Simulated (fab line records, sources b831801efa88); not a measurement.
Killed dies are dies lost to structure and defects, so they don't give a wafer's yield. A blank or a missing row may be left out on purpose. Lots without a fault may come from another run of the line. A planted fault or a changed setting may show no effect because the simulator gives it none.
fab line records | flow sky130
record lots=7 wafers=21 last_day=50
route steps=708 shown METAL2@495 VIA2@507 PAD_OPEN@708
lots that met no fault: from a run of the same line without faults
start_h: hours from the record's first day to the start of the lot's first wafer shown | wait_h: hours since the lot's step before | " the same as in the row above | L1.1+2: a row that stands for several wafers | - no value, or no start given | * or withheld: withheld | < > ~ a bound
route shown NAME@n: a module of which the file shows steps, and the number in the route of the first | usual: mean/standard deviation of fault-free wafers | same: alike in all rows | chamber/n: place in a boat | sites: the reading at each site | _std_site: their standard deviation | _edge_site: outer sites' mean less inner sites' | radius_mm: how far each site lies from the wafer's centre | mask NAME#n: copy n | behind: the tool/chamber that last shaped the wafer | hold: why the lot was held/for how many hours/how that ended | device: the transistor (n, p or np) that didn't switch | end of line: the same wafers' tests at the end of the route | a step without rows: its recipe alone | killed: dies lost to structure and defects at the first sort, not the wafer's yield | map: a wafer's dies, x killed, . not, _ none there
set.NAME: the setting as run; set.NAME@STEP: as run at that earlier step | model.NAME: the simulator's own value behind a step, which no gauge read
lots at some steps of the route; a table a step, a row a wafer
services: from which hour (start_h, from the record's first day; less than 0 if before it) a tool's chamber was out of use, for how many hours, and why
## steps
# step SKY_METAL2_EXPOSE_12
# recipe mask_id=MM2 na=0.8 source_shape=annular sigma_inner=0.55 sigma_outer=0.85 target_cd_nm=140 dose_mj=28
# step SKY_METAL2_PEB_13
# recipe peb_temp_c=withheld peb_time_s=withheld resist=KrF-thick
# step SKY_METAL2_DEVELOP_14
# recipe develop_time_s=60 resist=KrF-thick dev_temp_c=21
# step SKY_METAL2_CD_MEAS_15
# recipe target_cd_nm=140
# usual cd_nm=140.0/1.6
# columns lot.wafer tool chamber start_h wait_h cd_nm
L362.1 cd_sem-02 - 846.13 - 141.5
L362.4 " - " " 141.3
L362.6 " - " " 141.9
L367.2 cd_sem-01 - 880.73 - 138.4
L367.5 " - " " 138.9
L367.6 " - " " 139.9
L370.1 cd_sem-01 - 906.13 - 137.8
L370.2 " - " " 138.6
L370.4 " - " " 136.2
L374.1 cd_sem-01 - 931.21 - 135.9
L374.4 " - " " 136.6
L374.5 " - " " 137.7
L377.1 cd_sem-01 - 947.21 - 141.1
L377.2 " - " " 141.1
L377.5 " - " " 140.1
L381.1 cd_sem-02 - 966.56 - 141.1
L381.3 " - " " 142.4
L381.6 " - " " 142.3
L382.1 cd_sem-02 - 970.63 - 140.7
L382.2 " - " " 140.8
L382.5 " - " " 141.7
# step SKY_METAL2_OVL_MEAS_16
# usual METAL2_OVL=5/5.2
# columns lot.wafer tool chamber start_h wait_h METAL2_OVL[nm]
L362.1 overlay-02 - 846.25 0.1 1
L362.4 " - " " 2
L362.6 " - " " 10
L367.2 overlay-02 - 880.84 0.1 10
L367.5 " - " " -1
L367.6 " - " " 11
L370.1 overlay-02 - 906.25 0.1 2
L370.2 " - " " -5
L370.4 " - " " 2
L374.1 overlay-01 - 931.33 0.1 6
L374.4 " - " " 5
L374.5 " - " " 1
L377.1 overlay-02 - 947.33 0.1 0
L377.2 " - " " 7
L377.5 " - " " 2
L381.1 overlay-02 - 966.68 0.1 15
L381.3 " - " " 4
L381.6 " - " " 15
L382.1 overlay-02 - 970.75 0.1 15
L382.2 " - " " 4
L382.5 " - " " 5
# step SKY_METAL2_DESCUM_17
# recipe chemistry=O2 source_power_w=150 bias_power_w=0 pressure_mtorr=10 temp_c=40 time_s=8
# usual drypump_motor_current_A=5.7/0.44 he_backside_leak_sccm=3.50/0.26 oes_product_au=1.001/0.0086
# columns lot.wafer tool chamber start_h wait_h drypump_motor_current_A he_backside_leak_sccm oes_product_au rf_hours_counter_h
L362.1 rie_metal-03 1 846.29 0.0 6.2 3.32 0.995 14
L362.4 " 0 " " 5.2 3.45 1.008 -
L362.6 " 1 " " 6.2 3.52 0.992 -
L367.2 rie_metal-01 1 880.87 0.0 5.4 3.44 0.995 9
L367.5 " 0 " " 6.3 3.79 1.004 -
L367.6 " 1 " " 5.4 3.30 1.000 -
L370.1 rie_metal-01 0 906.29 0.0 6.3 3.60 1.002 9
L370.2 " 1 " " 5.3 3.29 1.004 11
L370.4 " 1 " " 5.3 3.33 0.989 -
L374.1 rie_metal-04 1 931.37 0.0 5.4 3.55 0.990 11
L374.4 " 0 " " 5.8 3.30 1.006 -
L374.5 " 0 " " 5.8 3.31 0.999 -
L377.1 rie_metal-03 0 947.37 0.0 5.1 3.40 1.005 13
L377.2 " 0 " " 5.2 3.54 1.004 -
L377.5 " 0 " " 5.2 3.45 1.001 -
L381.1 rie_metal-04 0 966.72 0.0 5.8 3.47 0.989 8
L381.3 " 0 " " 5.8 3.43 0.982 -
L381.6 " 1 " " 5.4 3.52 0.990 -
L382.1 rie_metal-04 1 970.79 0.0 5.3 3.50 1.004 13
L382.2 " 0 " " 5.8 3.21 0.987 8
L382.5 " 0 " " 5.8 3.18 0.996 -
# step SKY_METAL2_ETCH_18
# recipe chemistry=N2/H2 target=BARC ion_energy_ev=200 bias_w=100 pressure_mtorr=30 n2_flow_sccm=100 h2_flow_sccm=200 icp_w=500 stop_on=SiO2 time_s=45.9 target_depth_a=600
# usual drypump_motor_current_A=5.7/0.43 he_backside_leak_sccm=3.49/0.21 oes_product_au=0.856/0.0048 throttle_valve_pct=13.225/0.0094
# columns lot.wafer tool chamber start_h wait_h drypump_motor_current_A he_backside_leak_sccm oes_product_au rf_hours_counter_h throttle_valve_pct
L362.1 rie_metal-03 1 846.32 0.0 6.2 3.62 0.854 14 13.226
L362.4 " 0 " " 5.2 3.36 0.861 - 13.234
L362.6 " 1 " " 6.2 3.56 0.859 - 13.220
L367.2 rie_metal-01 1 880.90 0.0 5.4 3.32 0.859 9 13.231
L367.5 " 0 " " 6.3 3.69 0.858 - 13.241
L367.6 " 1 " " 5.4 3.34 0.853 - 13.215
L370.1 rie_metal-01 0 906.32 0.0 6.2 3.43 0.855 9 13.215
L370.2 " 1 " " 5.4 3.35 0.854 11 13.241
L370.4 " 1 " " 5.4 3.37 0.856 - 13.220
L374.1 rie_metal-04 1 931.40 0.0 5.4 3.53 0.862 11 13.228
L374.4 " 0 " " 5.8 3.11 0.854 - 13.237
L374.5 " 0 " " 5.8 3.14 0.864 - 13.207
L377.1 rie_metal-03 0 947.43 0.1 5.1 3.58 0.862 13 13.227
L377.2 " 0 " " 5.2 3.71 0.858 - 13.237
L377.5 " 0 " " 5.2 3.54 0.852 - 13.246
L381.1 rie_metal-04 0 966.75 0.0 5.9 3.23 0.854 8 13.232
L381.3 " 0 " " 5.8 3.17 0.851 - 13.232
L381.6 " 1 " " 5.4 3.70 0.854 - 13.219
L382.1 rie_metal-04 1 970.82 0.0 5.3 3.49 0.856 13 13.227
L382.2 " 0 " " 5.9 3.33 0.858 8 13.215
L382.5 " 0 " " 5.8 3.25 0.860 - 13.218
# step SKY_METAL2_METAL_ETCH_19
# recipe target_depth_a=3600 stop_on=SiO2 over_etch_frac=0.311 time_s=78 chemistry=Cl2/BCl3 resist_sidewall_deg=88 pressure_mtorr=10 icp_w=900 bias_w=48.5 Cl2_flow_sccm=60 bcl3_flow_sccm=30
# usual drypump_motor_current_A=5.7/0.44 he_backside_leak_sccm=3.45/0.18 oes_product_au=0.849/0.0068 throttle_valve_pct=22.262/0.0094
# columns lot.wafer tool chamber start_h wait_h drypump_motor_current_A he_backside_leak_sccm oes_product_au rf_hours_counter_h throttle_valve_pct
L362.1 rie_metal-03 1 846.38 0.0 6.2 3.51 0.852 14 22.253
L362.4 " 0 " " 5.2 3.32 0.852 - 22.249
L362.6 " 1 " " 6.2 3.57 0.845 - 22.259
L367.2 rie_metal-01 1 880.96 0.0 5.4 3.22 0.857 9 22.261
L367.5 " 0 " " 6.2 3.64 0.852 - 22.263
L367.6 " 1 " " 5.4 3.32 0.848 - 22.271
L370.1 rie_metal-01 0 906.38 0.0 6.3 3.81 0.849 9 22.262
L370.2 " 1 " " 5.3 3.38 0.847 11 22.258
L370.4 " 1 " " 5.3 3.35 0.842 - 22.263
L374.1 rie_metal-04 1 931.46 0.0 5.4 3.60 0.854 11 22.267
L374.4 " 0 " " 5.8 3.20 0.854 - 22.266
L374.5 " 0 " " 5.8 3.19 0.847 - 22.283
L377.1 rie_metal-03 0 947.56 0.1 5.1 3.52 0.857 13 22.254
L377.2 " 0 " " 5.2 3.57 0.853 - 22.258
L377.5 " 0 " " 5.2 3.34 0.858 - 22.265
L381.1 rie_metal-04 0 966.81 0.0 5.8 3.31 0.844 8 22.260
L381.3 " 0 " " 5.8 3.10 0.849 - 22.264
L381.6 " 1 " " 5.3 3.38 0.852 - 22.265
L382.1 rie_metal-04 1 970.88 0.0 5.3 3.65 0.856 13 22.251
L382.2 " 0 " " 5.8 3.17 0.861 8 22.258
L382.5 " 0 " " 5.8 3.11 0.854 - 22.276
# step SKY_METAL2_STRIP_20
# recipe chemistry=O2/N2 power_w=1400 pressure_mtorr=1500 platen_temp_c=withheld o2_flow_sccm=3000 n2_flow_sccm=300 overash_fraction=0.5
# usual drypump_motor_current_A=5.63/0.25 oes_product_au=0.342/0.0043 strip_time_to_endpoint_s=2.67/0.031
# columns lot.wafer tool chamber start_h wait_h drypump_motor_current_A oes_product_au rf_hours_counter_h strip_time_to_endpoint_s
L362.1 plasma_asher-01 0 846.47 0.1 5.59 0.343 74 2.68
L362.4 " 0 " " 5.59 0.348 - 2.65
L362.6 " 1 " " 5.45 0.336 - 2.73
L367.2 plasma_asher-04 1 881.05 0.1 5.94 0.340 45 2.63
L367.5 " 0 " " 5.67 0.338 - 2.62
L367.6 " 1 " " 5.96 0.338 - 2.63
L370.1 plasma_asher-02 1 906.47 0.1 5.22 0.347 14 2.67
L370.2 " 0 " " 5.78 0.344 14 2.72
L370.4 " 0 " " 5.78 0.350 - 2.73
L374.1 plasma_asher-02 0 931.55 0.1 5.77 0.342 17 2.69
L374.4 " 0 " " 5.81 0.344 - 2.70
L374.5 " 1 " " 5.21 0.342 - 2.71
L377.1 plasma_asher-01 1 947.74 0.1 5.44 0.337 84 2.65
L377.2 " 0 " " 5.58 0.340 84 2.64
L377.5 " 0 " " 5.58 0.334 - 2.63
L381.1 plasma_asher-04 0 966.90 0.1 5.65 0.335 53 2.69
L381.3 " 1 " " 5.93 0.340 - 2.70
L381.6 " 0 " " 5.63 0.340 - 2.69
L382.1 plasma_asher-04 0 970.97 0.1 5.66 0.342 54 2.70
L382.2 " 1 " " 5.95 0.338 54 2.72
L382.5 " 1 " " 5.95 0.340 - 2.67
# step SKY_METAL2_STRIP_21
# recipe chemistry=post_etch_residue_remover time_s=1200 temp_c=72.5
# step SKY_METAL2_CLEAN_22
# recipe chemistry=IPA time_s=180 temp_c=25
# step SKY_METAL2_CLEAN_23
# recipe chemistry=O3/DIW dry=n2_spin
# step SKY_VIA2_HDPCVD_00
# recipe material=SiO2 target_thk_nm=1180 sigma_open_frac=0.3 time_s=196.7 temp_c=400 sih4_flow_sccm=60 pressure_mtorr=6
# columns lot.wafer tool chamber start_h wait_h
L362.1+4+6 hdpcvd-02 1,0,1 847.06 0.0
L362.1+4+6 hdpcvd-02 1,0,1 847.35 0.2
L367.2+5+6 hdpcvd-01 2,1,2 881.65 0.0
L367.2+5+6 hdpcvd-01 2,1,2 881.94 0.2
L370.1+2+4 hdpcvd-01 2,0,0 907.07 0.0
L370.1+2+4 hdpcvd-01 2,0,0 907.36 0.2
L374.1+4+5 hdpcvd-02 2,1,0 932.15 0.0
L377.1+2+5 hdpcvd-01 1,0,0 948.33 0.0
L381.1+3+6 hdpcvd-02 1,2,1 967.49 0.0
L382.1+2+5 hdpcvd-02 2,1,1 971.56 0.0
# step SKY_VIA2_THK_MEAS_01
# recipe reads=SiO2_of_VIA2_HDPCVD_00
# usual VIA2_HDPCVD_THK=1175/17
# columns lot.wafer tool chamber start_h wait_h VIA2_HDPCVD_THK[nm]
L362.1 film_metro-02 - 847.48 0.1 2348
L362.4 " - " " 2389
L362.6 " - " " 2326
L362.1 film_metro-02 - 847.71 0.2 2348
L362.4 " - " " 2386
L362.6 " - " " 2326
L367.2 film_metro-04 - 882.12 0.1 2366
L367.5 " - " " 2372
L367.6 " - " " 2381
L367.2 film_metro-04 - 882.35 0.2 2368
L367.5 " - " " 2371
L367.6 " - " " 2381
L370.1 film_metro-02 - 907.55 0.1 2355
L370.2 " - " " 2314
L370.4 " - " " 2327
L370.1 film_metro-02 - 907.83 0.3 2354
L370.2 " - " " 2315
L370.4 " - " " 2326
L374.1 film_metro-04 - 932.27 0.1 1164
L374.4 " - " " 1162
L374.5 " - " " 1181
L377.1 film_metro-02 - 948.52 0.1 1154
L377.2 " - " " 1150
L377.5 " - " " 1142
L381.1 film_metro-02 - 967.62 0.1 1170
L381.3 " - " " 1172
L381.6 " - " " 1160
L382.1 film_metro-03 - 971.69 0.1 1174
L382.2 " - " " 1141
L382.5 " - " " 1149
# step SKY_PAD_OPEN_PROBE_99
# usual defect_limited_yield=82.7/1.8 killed_at_M0_to_M3=42/7.5 killed_at_M4_up=3.2/1.7 killed_at_contacts=24/5.1 killed_at_front_end=15/4.1 killed_at_other=0.3/0.58 killed_dies=85/8.9 killed_open=46/6.4 killed_short=39/6 sort_bin_3_pad_short=0.9/0.4 sort_bin_5_function=10.1/1.6 sort_bin_6_memory=6.3/1 sort_n_pass=407/9 sort_yield_pct=82.7/1.8
# same gross_dies=492 killed_at_back_side=0 sort_bin_4_leakage[%]=0 sort_bin_8_speed[%]=0
# columns lot.wafer tool chamber start_h wait_h defect_limited_yield[%] killed_at_M0_to_M3 killed_at_M4_up killed_at_contacts killed_at_front_end killed_at_other killed_dies killed_open killed_short sort_bin_3_pad_short[%] sort_bin_5_function[%] sort_bin_6_memory[%] sort_n_pass sort_yield_pct[%]
L374.1 prober-01 - 1161.35 0.1 81.1 53 2 23 15 0 93 54 39 0.8 10.6 7.5 399 81.1
L374.4 prober-01 - 1161.50 0.2 81.3 42 5 27 18 0 92 43 49 0.8 11.4 6.5 400 81.3
L374.5 prober-01 - 1161.55 0.2 81.9 53 4 20 11 1 89 52 37 0.6 9.1 8.3 403 81.9
L381.1 prober-01 - 1184.65 0.1 84.1 31 4 24 18 1 78 35 43 0.6 10.4 4.9 414 84.1
L381.3 prober-01 - 1184.75 0.2 84.6 35 2 25 14 0 76 50 26 1.4 8.5 5.5 416 84.6
L381.6 prober-01 - 1184.90 0.2 83.5 32 1 28 20 0 81 48 33 1.0 8.7 6.7 411 83.5
L382.1 prober-01 - 1189.54 0.1 82.7 42 3 27 13 0 85 51 34 0.6 9.8 6.9 407 82.7
L382.2 prober-01 - 1189.59 0.1 81.7 49 1 31 9 0 90 47 43 1.6 10.0 6.7 402 81.7
L382.5 prober-01 - 1189.74 0.2 85.6 48 2 10 11 0 71 36 35 0.6 7.3 6.5 421 85.6
# killed by level:class
L374.1 VIA1:geometric_particle:open=14 VIA3:geometric_particle:open=8 METAL2:geometric_particle:short=8 CONTACT:geometric_particle:open=8 VIA1:geometric_particle:short=8 VIA2:geometric_particle:open=7 FIELD_ISO:geometric_particle:open=5 LI_CONTACT:geometric_particle:open=5
L374.4 CONTACT:geometric_particle:open=10 VIA1:geometric_particle:open=10 VIA1:geometric_particle:short=7 LI_CONTACT:geometric_particle:open=6 VIA3:geometric_particle:short=6 LOCAL_INTERCONNECT:geometric_particle:short=5 METAL1:geometric_particle:short=5 VIA2:geometric_particle:open=5
L374.5 VIA1:geometric_particle:open=15 CONTACT:geometric_particle:open=9 VIA2:geometric_particle:open=8 VIA3:geometric_particle:open=7 VIA1:geometric_particle:short=6 METAL2:geometric_particle:short=5 VIA2:geometric_particle:short=4 METAL4:geometric_particle:short=4
L381.1 CONTACT:geometric_particle:open=10 METAL2:geometric_particle:short=8 LI_CONTACT:geometric_particle:open=7 FIELD_ISO:geometric_particle:short=6 FIELD_ISO:geometric_particle:open=4 VIA1:geometric_particle:open=4 LOCAL_INTERCONNECT:geometric_particle:short=4 VIA2:geometric_particle:short=4
L381.3 CONTACT:geometric_particle:open=10 VIA1:geometric_particle:open=10 LI_CONTACT:geometric_particle:open=8 VIA3:geometric_particle:open=5 FIELD_ISO:geometric_particle:short=5 METAL2:geometric_particle:short=5 VIA2:geometric_particle:open=5 FIELD_ISO:geometric_particle:open=4
L381.6 CONTACT:geometric_particle:open=17 VIA1:geometric_particle:open=9 FIELD_ISO:geometric_particle:open=7 FIELD_ISO:geometric_particle:short=6 LI_CONTACT:geometric_particle:open=5 METAL2:geometric_particle:short=5 VIA3:geometric_particle:open=4 POLY_GATE:geometric_particle:open=3
L382.1 VIA3:geometric_particle:open=11 CONTACT:geometric_particle:open=9 LOCAL_INTERCONNECT:geometric_particle:short=7 VIA1:geometric_particle:open=7 VIA2:geometric_particle:open=7 LI_CONTACT:geometric_particle:open=6 FIELD_ISO:geometric_particle:open=5 VIA3:geometric_particle:short=5
L382.2 VIA1:geometric_particle:open=14 CONTACT:geometric_particle:open=12 METAL1:geometric_particle:short=10 VIA3:geometric_particle:open=7 LI_CONTACT:geometric_particle:open=6 CONTACT:geometric_particle:short=5 VIA1:geometric_particle:short=5 POLY_GATE:geometric_particle:open=4
L382.5 VIA1:geometric_particle:open=13 METAL1:geometric_particle:short=8 VIA3:geometric_particle:open=8 METAL3:geometric_particle:short=6 CONTACT:geometric_particle:open=5 FIELD_ISO:geometric_particle:short=3 LOCAL_INTERCONNECT:geometric_particle:short=3 VIA1:geometric_particle:short=3
## services
# columns tool chamber start_h hours kind
hdpcvd-01 2 843.65 6.4 repair
hdpcvd-01 1 856.11 5.4 repair
plasma_asher-01 - 906.84 2.8 pm
plasma_asher-01 - 925.67 0.8 repair
hdpcvd-01 0 930.12 4.1 repair
hdpcvd-02 - 930.60 0.7 repair
rie_metal-03 1 946.42 - clean
rie_metal-03 1 946.42 18.1 scheduled_down
rie_metal-03 1 946.42 18.1 vent_cycle
hdpcvd-01 2 946.85 3.4 repair
hdpcvd-01 - 950.25 15.0 pm
hdpcvd-01 0 950.25 15.0 vent_cycle
hdpcvd-01 1 950.25 15.0 vent_cycle
hdpcvd-01 2 950.25 15.0 vent_cycle
hdpcvd-01 0 965.25 - clean
hdpcvd-01 1 965.25 - clean
hdpcvd-01 2 965.25 - clean
## key
first_sign step=SKY_VIA2_HDPCVD_00 reading=visit direction=added
effect step=SKY_VIA2_THK_MEAS_01 reading=visit direction=added
effect step=SKY_VIA2_THK_MEAS_01 reading=VIA2_HDPCVD_THK direction=up sigmas=71 usual=1175 struck=2353
met_at SKY_VIA2_HDPCVD_00
struck_wafers L362.1,L362.4,L362.6,L367.2,L367.5,L367.6,L370.1,L370.2,L370.4
scrapped_behind SKY_VIA2_THK_MEAS_01 L362.1,L362.4,L362.6,L367.2,L367.5,L367.6,L370.1,L370.2,L370.4
fault kind=repeated_step_whole tool=hdpcvd-01,hdpcvd-02 chamber=- onset_h=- steps=SKY_VIA2_HDPCVD_00 times=1 scope=struck_lots_only
